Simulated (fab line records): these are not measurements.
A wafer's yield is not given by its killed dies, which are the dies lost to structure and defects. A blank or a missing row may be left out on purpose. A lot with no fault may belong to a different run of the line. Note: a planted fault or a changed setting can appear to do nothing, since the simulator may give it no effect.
fab line records	flow sky130
[record] lots = 5	wafers = 15	last_day = 50
route steps=708 shown CONTACT@415 METAL1@434 PAD_OPEN@708
lots untouched by any fault: they come from a run of this same line in which no faults occurred
start_h: the number of hours between the record's first day and the start of the first shown wafer of the lot	wait_h: how many hours have passed since the lot's step before this one	" unchanged from the row above	L1.1+2: several wafers, shown together as one row	- no value, or no start was given	* or withheld: withheld	< > ~ a bound
route shown NAME@n: names a module that has steps shown in the file, with the first one's number in the route	usual: mean/standard deviation of fault-free wafers	same: alike in all rows	chamber/n: place in a boat	sites: readings site by site	_std_site: the standard deviation of these	_edge_site: inner sites' mean taken away from outer sites' mean	radius_mm: for every site, how far away it sits from the centre of the wafer	mask NAME#n: copy n	behind: the most recent tool/chamber to have shaped the wafer	hold: what put the lot on hold/how long, in hours/how the hold closed	device: transistor that didn't switch, given as n, p or np	end of line: at the end of the route, the tests of the same wafers	for a step that has no rows: nothing shown but its recipe	killed: dies that structure and defects cost at the first sort, which is not the same as the wafer's yield	map: dies across one wafer; x = killed, . = not, _ = none there
set.NAME: the run value of the setting; set.NAME@STEP: its run value at that earlier step	model.NAME: the simulator's own value behind a step, which no gauge read
a table for each step, a row for each wafer; lots at some steps of the route
services: from which hour (start_h, from the record's first day; less than 0 if before it) a tool's chamber was out of use, for how many hours, and why
[[steps]]
[step SKY_CONTACT_COAT_09]
[recipe] resist = KrF-thick	spin_rpm = 3000	resist_thk_nm = 450
[step SKY_CONTACT_SOFTBAKE_10]
[recipe] temp_c = 100	time_s = 90	resist = KrF-thick
[step SKY_CONTACT_EXPOSE_11]
[recipe] mask_id = CTM1	na = 0.8	source_shape = annular	sigma_inner = 0.55	sigma_outer = 0.85	target_cd_nm = 170	dose_mj = 38
[step SKY_CONTACT_PEB_12]
[recipe] peb_temp_c = withheld	peb_time_s = withheld	resist = KrF-thick
[step SKY_CONTACT_DEVELOP_13]
[recipe] develop_time_s = 60	resist = KrF-thick	dev_temp_c = 21
[step SKY_CONTACT_CD_MEAS_14]
[recipe] target_cd_nm = 170
[usual] cd_nm = 170.0/1.5
lot.wafer	tool	chamber	start_h	wait_h	cd_nm
L204.1	cd_sem-01	-	747.44	-	169.8
L204.5	"	-	"	"	168.9
L204.6	"	-	"	"	168.4
L212.2	cd_sem-02	-	809.81	-	171.2
L212.4	"	-	"	"	170.7
L212.5	"	-	"	"	169.9
L218.1	cd_sem-02	-	870.84	-	171.1
L218.4	"	-	"	"	169.6
L218.6	"	-	"	"	170.9
L223.1	cd_sem-02	-	900.39	-	169.6
L223.3	"	-	"	"	169.4
L223.5	"	-	"	"	169.8
L225.2	cd_sem-01	-	905.66	-	169.3
L225.3	"	-	"	"	169.1
L225.6	"	-	"	"	168.9
[step SKY_CONTACT_OVL_MEAS_15]
[usual] CONTACT_OVL = 4/5.1
lot.wafer	tool	chamber	start_h	wait_h	CONTACT_OVL[nm]
L204.1	overlay-01	-	747.56	0.1	-1
L204.5	"	-	"	"	-4
L204.6	"	-	"	"	-2
L212.2	overlay-01	-	809.92	0.1	4
L212.4	"	-	"	"	-1
L212.5	"	-	"	"	8
L218.1	overlay-01	-	870.96	0.1	7
L218.4	"	-	"	"	2
L218.6	"	-	"	"	7
L223.1	overlay-02	-	900.51	0.1	8
L223.3	"	-	"	"	7
L223.5	"	-	"	"	4
L225.2	overlay-01	-	905.76	0.1	11
L225.3	"	-	"	"	3
L225.6	"	-	"	"	3
[step SKY_CONTACT_ETCH_16]
[recipe] chemistry = N2/H2	target = BARC	ion_energy_ev = 200	source_w = 500	bias_w = 100	pressure_mtorr = 30	n2_flow_sccm = 100	h2_flow_sccm = 200	stop_on = SiO2	time_s = 45.9	target_depth_a = 600
[step SKY_CONTACT_ETCH_17]
[recipe] target = SiO2	chemistry = C4F8/O2/Ar	stop_on = Si3N4	mask_material = KrF-thick	source_w = 1500	bias_w = 1200	pressure_mtorr = 40	c4f8_flow_sccm = withheld	O2_flow_sccm = 6	Ar_flow_sccm = 300	time_s = withheld	target_depth_a = 3400
[usual] oes_product_au = 0.891/0.0048
lot.wafer	tool	chamber	start_h	wait_h	oes_product_au
L204.1	rie_diel-03	3	747.64	0.0	0.892
L204.5	"	3	"	"	0.887
L204.6	"	2	"	"	0.886
L212.2	rie_diel-02	2	809.99	0.0	0.891
L212.4	"	3	"	"	0.891
L212.5	"	0	"	"	0.895
L218.1	rie_diel-04	1	871.04	0.0	0.896
L218.4	"	2	"	"	0.888
L218.6	"	3	"	"	0.891
L223.1	rie_diel-03	3	900.58	0.0	0.895
L223.3	"	0	"	"	0.887
L223.5	"	0	"	"	0.894
L225.2	rie_diel-04	2	905.83	0.0	0.895
L225.3	"	0	"	"	0.894
L225.6	"	0	"	"	0.888
[step SKY_CONTACT_ETCH_18]
[recipe] target = Si3N4	chemistry = CHF3/O2	stop_on = TiN	source_w = 600	bias_w = 200	pressure_mtorr = 40	chf3_flow_sccm = 50	O2_flow_sccm = 5	time_s = 39	target_depth_a = 750
[usual] drypump_motor_current_A = 5.7/0.48	oes_product_au = 0.854/0.0077	throttle_valve_pct = 8.793/0.009
[same] time_s = 39
lot.wafer	tool	chamber	start_h	wait_h	drypump_motor_current_A	oes_product_au	rf_hours_counter_h	throttle_valve_pct
L204.1	rie_diel-03	3	-	-	6.1	0.850	17	8.787
L204.5	"	3	"	"	6.1	0.860	-	8.797
L204.6	"	2	"	"	5.7	0.861	-	8.799
L212.2	rie_diel-02	2	-	-	5.9	0.854	25	8.812
L212.4	"	3	"	"	5.9	0.860	0	8.807
L212.5	"	0	"	"	5.8	0.870	-	8.802
L218.1	rie_diel-04	1	-	-	5.5	0.844	17	8.810
L218.4	"	2	"	"	5.2	0.851	6	8.782
L218.6	"	3	"	"	5.5	0.850	-	8.777
L223.1	rie_diel-03	3	-	-	6.1	0.848	22	8.790
L223.3	"	0	"	"	6.6	0.861	1	8.792
L223.5	"	0	"	"	6.5	0.858	-	8.787
L225.2	rie_diel-04	2	-	-	5.2	0.844	7	8.782
L225.3	"	0	"	"	5.3	0.836	17	8.782
L225.6	"	0	"	"	5.3	0.851	-	8.789
[step SKY_CONTACT_STRIP_19]
[recipe] chemistry = O2/N2	power_w = 1400	pressure_mtorr = 1500	platen_temp_c = withheld	o2_flow_sccm = 3000	n2_flow_sccm = 300	overash_fraction = 0.5
[step SKY_CONTACT_STRIP_20]
[recipe] chemistry = post_etch_residue_remover	time_s = 1200	temp_c = 72.5
[step SKY_CONTACT_CLEAN_21]
[recipe] chemistry = IPA	time_s = 180	temp_c = 25
[usual] temp_c = 24.98/0.098
[same] time_s = 180
lot.wafer	tool	chamber	start_h	wait_h	temp_c
L204.1	wet_bench-04	2	748.17	0.0	25.21
L204.5	"	2	"	"	24.98
L204.6	"	2	"	"	25.12
L212.2	wet_bench-03	0	810.52	0.0	25.01
L212.4	"	0	"	"	25.02
L212.5	"	0	"	"	24.92
L218.1	wet_bench-01	0	871.57	0.0	25.04
L218.4	"	0	"	"	24.94
L218.6	"	0	"	"	24.94
L223.1	wet_bench-03	0	901.12	0.0	25.06
L223.3	"	0	"	"	24.91
L223.5	"	0	"	"	24.96
L225.2	wet_bench-01	3	906.37	0.0	24.83
L225.3	"	3	"	"	24.77
L225.6	"	3	"	"	24.85
[step SKY_CONTACT_CLEAN_22]
[recipe] chemistry = O3/DIW	dry = n2_spin
[step SKY_CONTACT_SPUTTER_23]
[recipe] material = TiN	target_thk_nm = 20	chamber_pressure_pa = 5	power_w = 4000	time_s = 80
[step SKY_CONTACT_CVD_24]
[recipe] material = W	target_thk_nm = 340	time_s = 102.12	temp_c = 400	pressure_torr = 40
[step SKY_CONTACT_RS_MEAS_25]
[recipe] thk_meas_gauge = four-point-probe	reads = W_of_CONTACT_CVD_24+TiN_of_CONTACT_SPUTTER_23
[usual] CONTACT_W_RS = 0.339/0.0035
lot.wafer	tool	chamber	start_h	wait_h	CONTACT_W_RS[ohm/sq]
L204.1	film_metro-03	-	748.51	0.1	0.340
L204.5	"	-	"	"	0.341
L204.6	"	-	"	"	0.342
L212.2	film_metro-01	-	810.87	0.1	0.344
L212.4	"	-	"	"	0.340
L212.5	"	-	"	"	0.345
L218.1	film_metro-04	-	871.91	0.1	0.338
L218.4	"	-	"	"	0.339
L218.6	"	-	"	"	0.338
L223.1	film_metro-04	-	901.44	0.1	0.337
L223.3	"	-	"	"	0.333
L223.5	"	-	"	"	0.338
L225.2	film_metro-01	-	906.71	0.1	0.341
L225.3	"	-	"	"	0.339
L225.6	"	-	"	"	0.336
[step SKY_CONTACT_THK_MEAS_26]
[recipe] thk_meas_gauge = xrf	reads = W_of_CONTACT_CVD_24
[usual] CONTACT_W_THK = 335/4.3
lot.wafer	tool	chamber	start_h	wait_h	CONTACT_W_THK[nm]
L204.1	film_metro-03	-	748.63	0.1	335
L204.5	"	-	"	"	334
L204.6	"	-	"	"	335
L212.2	film_metro-01	-	810.98	0.1	329
L212.4	"	-	"	"	330
L212.5	"	-	"	"	328
L218.1	film_metro-04	-	872.03	0.1	340
L218.4	"	-	"	"	338
L218.6	"	-	"	"	339
L223.1	film_metro-04	-	901.56	0.1	337
L223.3	"	-	"	"	340
L223.5	"	-	"	"	337
L225.2	film_metro-01	-	906.82	0.1	329
L225.3	"	-	"	"	332
L225.6	"	-	"	"	333
[step SKY_CONTACT_CMP_27]
[recipe] stop_on = SiO2	t_overpolish_s = 15	down_force_psi = 3.5	platen_rpm = 60	target_thk_nm = 0	pad_velocity_m_s = 0.94248
[step SKY_METAL1_SPUTTER_00]
[recipe] material = Ti	target_thk_nm = 15	power_w = 3000	time_s = 10	chamber_pressure_pa = 0.4
[step SKY_METAL1_SPUTTER_01]
[recipe] material = TiN	target_thk_nm = 20	power_w = 6500	time_s = 16.7	chamber_pressure_pa = 0.4
[step SKY_METAL1_SPUTTER_02]
[recipe] material = AlCu	target_thk_nm = 250	power_w = 10600	time_s = 13.3	chamber_pressure_pa = 0.4
[step SKY_METAL1_SPUTTER_03]
[recipe] material = Ti	target_thk_nm = 5	power_w = 3000	time_s = 3.3	chamber_pressure_pa = 0.4
[step SKY_METAL1_SPUTTER_04]
[recipe] material = TiN	target_thk_nm = 70	power_w = 6500	time_s = 58.3	chamber_pressure_pa = 0.4
[usual] throttle_valve_pct = 29.7/1.2
[same] time_s = 58.3
lot.wafer	tool	chamber	start_h	wait_h	throttle_valve_pct
L204.1	pvd_sputter-01	-	749.08	0.0	28.4
L204.5	"	-	"	"	28.5
L204.6	"	-	"	"	29.2
L212.2	pvd_sputter-02	-	811.79	0.0	29.6
L212.4	"	-	"	"	30.9
L212.5	"	-	"	"	31.0
L218.1	pvd_sputter-03	-	872.48	0.0	32.4
L218.4	"	-	"	"	28.4
L218.6	"	-	"	"	28.6
L223.1	pvd_sputter-01	-	902.01	0.0	28.8
L223.3	"	-	"	"	30.9
L223.5	"	-	"	"	28.3
L225.2	pvd_sputter-01	-	907.26	0.0	28.5
L225.3	"	-	"	"	28.8
L225.6	"	-	"	"	28.3
[step SKY_METAL1_RS_MEAS_05]
[recipe] thk_meas_gauge = four-point-probe	reads = TiN_of_METAL1_SPUTTER_04+Ti_of_METAL1_SPUTTER_03+AlCu_of_METAL1_SPUTTER_02+TiN_of_METAL1_SPUTTER_01+Ti_of_METAL1_SPUTTER_00
[usual] METAL1_ALCU_RS = 0.1269/0.0015
lot.wafer	tool	chamber	start_h	wait_h	METAL1_ALCU_RS[ohm/sq]
L204.1	film_metro-04	-	749.13	0.0	0.1257
L204.5	"	-	"	"	0.1256
L204.6	"	-	"	"	0.1243
L212.2	film_metro-01	-	811.95	0.1	0.1262
L212.4	"	-	"	"	0.1284
L212.5	"	-	"	"	0.1269
L218.1	film_metro-01	-	872.53	0.0	0.1299
L218.4	"	-	"	"	0.1290
L218.6	"	-	"	"	0.1296
L223.1	film_metro-01	-	902.06	0.0	0.1258
L223.3	"	-	"	"	0.1273
L223.5	"	-	"	"	0.1281
L225.2	film_metro-04	-	907.33	0.0	0.1273
L225.3	"	-	"	"	0.1274
L225.6	"	-	"	"	0.1277
[step SKY_METAL1_THK_MEAS_06]
[recipe] thk_meas_gauge = xrf	reads = AlCu_of_METAL1_SPUTTER_02
[usual] METAL1_ALCU_THK = 247/3.1
lot.wafer	tool	chamber	start_h	wait_h	METAL1_ALCU_THK[nm]
L204.1	film_metro-04	-	749.25	0.1	249
L204.5	"	-	"	"	249
L204.6	"	-	"	"	251
L212.2	film_metro-01	-	812.06	0.1	249
L212.4	"	-	"	"	246
L212.5	"	-	"	"	249
L218.1	film_metro-01	-	872.65	0.1	243
L218.4	"	-	"	"	245
L218.6	"	-	"	"	245
L223.1	film_metro-01	-	902.18	0.1	250
L223.3	"	-	"	"	247
L223.5	"	-	"	"	246
L225.2	film_metro-04	-	907.44	0.1	246
L225.3	"	-	"	"	245
L225.6	"	-	"	"	248
[step SKY_METAL1_DEHYDRATE_07]
[recipe] temp_c = 200	time_s = 60
[step SKY_METAL1_HMDS_08]
[recipe] prime_time_s = 60	prime_temp_c = 120
[step SKY_METAL1_COAT_09]
[recipe] resist = BARC	temp_c = withheld	time_s = withheld	spin_rpm = 3000	resist_thk_nm = 60
[step SKY_METAL1_COAT_10]
[recipe] resist = KrF-thick	spin_rpm = 3000	resist_thk_nm = 450
[step SKY_METAL1_SOFTBAKE_11]
[recipe] temp_c = 100	time_s = 90	resist = KrF-thick
[step SKY_METAL1_EXPOSE_12]
[recipe] mask_id = MM1	na = 0.8	source_shape = annular	sigma_inner = 0.55	sigma_outer = 0.85	target_cd_nm = 140	dose_mj = 28
[step SKY_METAL1_PEB_13]
[recipe] peb_temp_c = withheld	peb_time_s = withheld	resist = KrF-thick
[step SKY_METAL1_DEVELOP_14]
[recipe] develop_time_s = 60	resist = KrF-thick	dev_temp_c = 21
[step SKY_METAL1_CD_MEAS_15]
[recipe] target_cd_nm = 140
[usual] cd_nm = 140.1/1.1
lot.wafer	tool	chamber	start_h	wait_h	cd_nm
L204.1	cd_sem-01	-	775.94	-	139.3
L204.5	"	-	"	"	138.3
L204.6	"	-	"	"	139.7
L212.2	cd_sem-01	-	837.88	-	142.9
L212.4	"	-	"	"	142.4
L212.5	"	-	"	"	141.4
L218.1	cd_sem-02	-	898.04	-	140.0
L218.4	"	-	"	"	138.5
L218.6	"	-	"	"	137.9
L223.1	cd_sem-02	-	927.69	-	139.4
L223.3	"	-	"	"	139.2
L223.5	"	-	"	"	140.0
L225.2	cd_sem-01	-	932.01	-	140.6
L225.3	"	-	"	"	141.9
L225.6	"	-	"	"	141.5
[step SKY_METAL1_OVL_MEAS_16]
[usual] METAL1_OVL = -1/4.2
lot.wafer	tool	chamber	start_h	wait_h	METAL1_OVL[nm]
L204.1	overlay-02	-	776.06	0.1	4
L204.5	"	-	"	"	6
L204.6	"	-	"	"	9
L212.2	overlay-01	-	837.99	0.1	1
L212.4	"	-	"	"	-1
L212.5	"	-	"	"	4
L218.1	overlay-02	-	898.16	0.1	1
L218.4	"	-	"	"	0
L218.6	"	-	"	"	4
L223.1	overlay-02	-	927.81	0.1	-2
L223.3	"	-	"	"	2
L223.5	"	-	"	"	-3
L225.2	overlay-01	-	932.12	0.1	-1
L225.3	"	-	"	"	0
L225.6	"	-	"	"	-4
[step SKY_METAL1_DESCUM_17]
[recipe] chemistry = O2	source_power_w = 150	bias_power_w = 0	pressure_mtorr = 10	temp_c = 40	time_s = 8
[usual] drypump_motor_current_A = 5.6/0.4	oes_product_au = 1.000/0.013	temp_c = 39.98/0.12
[same] bias_power_w = 0	time_s = 8
lot.wafer	tool	chamber	start_h	wait_h	drypump_motor_current_A	oes_product_au	rf_hours_counter_h	temp_c
L204.1	rie_metal-03	0	776.09	0.0	5.6	1.017	12	39.79
L204.5	"	1	"	"	4.7	0.993	-	39.95
L204.6	"	0	"	"	5.6	1.016	-	39.73
L212.2	rie_metal-01	0	838.02	0.0	5.9	0.996	8	39.91
L212.4	"	1	"	"	5.3	0.984	-	39.94
L212.5	"	1	"	"	5.4	0.987	-	40.11
L218.1	rie_metal-04	0	898.19	0.0	5.9	1.005	19	39.90
L218.4	"	0	"	"	5.9	1.000	-	39.88
L218.6	"	0	"	"	5.9	0.998	-	40.11
L223.1	rie_metal-04	0	927.84	0.0	5.8	0.995	0	40.19
L223.3	"	1	"	"	6.0	1.019	-	40.03
L223.5	"	0	"	"	5.9	0.993	-	40.14
L225.2	rie_metal-01	0	932.15	0.0	5.9	0.992	11	40.09
L225.3	"	1	"	"	5.3	0.978	-	39.91
L225.6	"	1	"	"	5.3	0.982	-	39.98
[step SKY_METAL1_ETCH_18]
[recipe] chemistry = N2/H2	target = BARC	ion_energy_ev = 200	bias_w = 100	pressure_mtorr = 30	n2_flow_sccm = 100	h2_flow_sccm = 200	icp_w = 500	stop_on = SiO2	time_s = 45.9	target_depth_a = 600
[usual] drypump_motor_current_A = 5.6/0.4	h2_flow_sccm = 199.8/0.69	oes_product_au = 0.855/0.0049	throttle_valve_pct = 13.224/0.0085
[same] time_s = 45.9
lot.wafer	tool	chamber	start_h	wait_h	drypump_motor_current_A	h2_flow_sccm	oes_product_au	rf_hours_counter_h	throttle_valve_pct
L204.1	rie_metal-03	0	776.12	0.0	5.6	200.3	0.862	12	13.208
L204.5	"	1	"	"	4.7	199.8	0.859	-	13.225
L204.6	"	0	"	"	5.6	199.0	0.856	-	13.233
L212.2	rie_metal-01	0	838.05	0.0	5.9	198.8	0.856	8	13.227
L212.4	"	1	"	"	5.3	199.0	0.869	-	13.231
L212.5	"	1	"	"	5.3	199.7	0.860	-	13.228
L218.1	rie_metal-04	0	898.26	0.1	5.9	199.3	0.857	19	13.233
L218.4	"	0	"	"	5.9	198.9	0.855	-	13.210
L218.6	"	0	"	"	5.8	199.5	0.844	-	13.218
L223.1	rie_metal-04	0	927.87	0.0	5.8	199.8	0.843	0	13.221
L223.3	"	1	"	"	6.0	199.4	0.855	-	13.222
L223.5	"	0	"	"	5.9	200.4	0.855	-	13.219
L225.2	rie_metal-01	0	932.18	0.0	6.0	200.1	0.854	11	13.233
L225.3	"	1	"	"	5.3	199.5	0.858	-	13.219
L225.6	"	1	"	"	5.3	200.4	0.852	-	13.236
[step SKY_METAL1_METAL_ETCH_19]
[recipe] target_depth_a = 3600	stop_on = SiO2	over_etch_frac = 0.3	time_s = 78	chemistry = Cl2/BCl3	resist_sidewall_deg = 88	pressure_mtorr = 10	icp_w = 900	bias_w = 48.5	Cl2_flow_sccm = 60	bcl3_flow_sccm = 30
[step SKY_METAL1_STRIP_20]
[recipe] chemistry = O2/N2	power_w = 1400	pressure_mtorr = 1500	platen_temp_c = withheld	o2_flow_sccm = 3000	n2_flow_sccm = 300	overash_fraction = 0.5
[step SKY_METAL1_STRIP_21]
[recipe] chemistry = post_etch_residue_remover	time_s = 1200	temp_c = 72.5
[step SKY_METAL1_CLEAN_22]
[recipe] chemistry = IPA	time_s = 180	temp_c = 25
[step SKY_PAD_OPEN_PROBE_99]
[usual] killed_at_M0_to_M3 = 44/6.3	killed_at_M4_up = 2.8/1.7	killed_at_contacts = 25/5.8	killed_at_front_end = 14/4.4	killed_at_other = 0.3/0.49	killed_dies = 86/8.7	killed_open = 48/5.8	killed_short = 38/6
[same] gross_dies = 492	killed_at_back_side = 0
lot.wafer	tool	chamber	start_h	wait_h	killed_at_M0_to_M3	killed_at_M4_up	killed_at_contacts	killed_at_front_end	killed_at_other	killed_dies	killed_open	killed_short
L212.2	prober-02	-	1132.11	0.1	42	1	59	11	1	114	48	36
L212.4	prober-02	-	1132.21	0.2	32	4	45	27	1	109	43	42
L212.5	prober-02	-	1132.26	0.2	46	1	46	9	0	102	46	37
L218.1	prober-02	-	1174.04	0.1	32	1	17	19	0	69	43	26
L218.4	prober-02	-	1174.19	0.2	47	1	22	11	0	81	52	29
L218.6	prober-02	-	1174.29	0.2	50	6	26	11	0	93	48	45
// killed by level:class
L212.2 CONTACT:unspecified=30 VIA1:geometric_particle:open=13 LI_CONTACT:geometric_particle:open=11 CONTACT:geometric_particle:open=9 METAL1:geometric_particle:short=9 FIELD_ISO:geometric_particle:short=4 METAL2:geometric_particle:short=4 VIA2:geometric_particle:open=4
L212.4 CONTACT:unspecified=24 VIA1:geometric_particle:open=10 FIELD_ISO:geometric_particle:open=7 CONTACT:geometric_particle:open=7 POLY_GATE:geometric_particle:short=6 CONTACT:geometric_particle:short=6 VIA1:geometric_particle:short=5 FIELD_ISO:geometric_particle:short=4
L212.5 CONTACT:unspecified=19 CONTACT:geometric_particle:open=11 VIA2:geometric_particle:open=9 METAL2:geometric_particle:short=8 LI_CONTACT:geometric_particle:open=7 VIA1:geometric_particle:open=7 FIELD_ISO:geometric_particle:short=5 METAL3:geometric_particle:short=5
L218.1 VIA1:geometric_particle:open=10 LI_CONTACT:geometric_particle:open=7 FIELD_ISO:geometric_particle:open=6 CONTACT:geometric_particle:open=6 FIELD_ISO:geometric_particle:short=5 METAL3:geometric_particle:short=5 POLY_GATE:geometric_particle:open=4 VIA2:geometric_particle:open=4
L218.4 VIA1:geometric_particle:open=18 CONTACT:geometric_particle:open=9 LI_CONTACT:geometric_particle:open=5 FIELD_ISO:geometric_particle:short=4 VIA2:geometric_particle:open=4 METAL1:geometric_particle:short=4 VIA1:geometric_particle:short=4 METAL3:geometric_particle:short=4
L218.6 VIA1:geometric_particle:open=11 VIA2:geometric_particle:open=10 CONTACT:geometric_particle:open=8 LI_CONTACT:geometric_particle:open=6 LI_CONTACT:geometric_particle:short=6 METAL1:geometric_particle:short=5 METAL2:geometric_particle:short=5 METAL4:geometric_particle:short=5
// map L212.2 (x killed, . not)
__________x.x......._________
________xx..x....x...x_______
______xxxx.xxxx....x.x.x_____
_____xxxxxx....x.........____
____xxxxx.................___
___xxxxxxx.......x..x...x..__
__x.x.xx.x........x........._
_x.........xx..xxxx.x........
_x.........x......x.xx..x....
_xx....x...x.xx.....xx.......
_.....x................x.....
_.......x.....x...x.....x....
_....x.x...............x.xx.x
_..xx........x...........x...
_......x.........x.x.....x.x.
__xx....x................x.._
___.........x...x....x....x__
____............xx......x.___
_____.x......x..x.....xx.____
______...x...xx.x.x....._____
________...x.x........_______
__________.....x..x._________
// map L223.5 (x killed, . not)
__________..x....x.x_________
________...x...x......_______
______.xx......xx....xxx_____
_____x..................x____
____..x.....x....x........___
___..............x........x__
__........x..x..x....x....xx_
_.x..x..xx.x...x....x......x.
_xx....x.....xx..........x...
_..x...x.x.............x.....
_.......x..x........x..x.....
_x...x........x......x.xx....
_.......x.........x......xxx.
_....x.......x...............
_x.......x.x..........xx.xxx.
__...x......x..............._
___..x..xx......x......x...__
____..........x......x...x___
_____.x.........x....x.xx____
______.........x.....x.._____
________.x............_______
__________....x.x..._________
[[services]]
tool	chamber	start_h	hours	kind
rie_diel-02	1	735.35	2.2	repair
wet_bench-03	-	738.87	2.0	repair
wet_bench-03	-	742.55	1.6	repair
rie_diel-03	-	754.93	0.7	repair
pvd_sputter-03	-	755.24	2.9	repair
wet_bench-01	-	757.24	2.8	repair
rie_diel-04	-	764.06	4.3	repair
pvd_sputter-03	-	771.38	5.6	repair
rie_diel-03	2	787.84	34.4	repair
rie_metal-04	0	790.04	15.7	repair
rie_metal-03	-	800.02	28.1	pm
pvd_sputter-01	-	805.42	8.1	repair
pvd_sputter-01	-	806.62	2.3	repair
rie_diel-03	1	852.12	10.9	repair
pvd_sputter-03	-	854.45	6.5	repair
rie_metal-01	-	864.23	1.4	pm
rie_diel-02	-	873.56	0.2	repair
rie_diel-04	1	886.10	2.6	repair
rie_metal-04	1	896.64	3.8	repair
rie_diel-02	0	915.95	1.2	repair
rie_diel-04	2	917.64	2.8	repair
rie_diel-03	1	918.68	7.9	repair
rie_diel-02	3	919.90	4.2	repair
rie_diel-03	1	930.28	11.1	repair
[[key]]
[first_sign] step = SKY_PAD_OPEN_PROBE_99	reading = killed_at_contacts	direction = up	sigmas = 4.3	usual = 25	struck = 50
[effect] step = SKY_PAD_OPEN_PROBE_99	reading = killed_dies	direction = up	sigmas = 2.6	usual = 86	struck = 108	wafers_moved = 2
met_at SKY_CONTACT_CLEAN_21
struck_wafers L212.2,L212.4,L212.5
tester_left_out L212
also_fits SKY_CONTACT_ETCH_17:rie_diel-02,SKY_CONTACT_ETCH_18:rie_diel-02,SKY_METAL1_SPUTTER_04:pvd_sputter-02
[fault] kind = chamber_particle_source	tool = wet_bench-03	chamber = 0	onset_h = 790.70	steps = SKY_CONTACT_CLEAN_21	rate_per_visit_cm2 = 0.81016	end_h = 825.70
// tester_left_out: of these lots the tester's yield and bins aren't shown, on N5 and GAA mostly nor the transistor test; their killed dies are dies lost to structure and defects alone, not to doping, threshold or leakage, so they don't give the yield
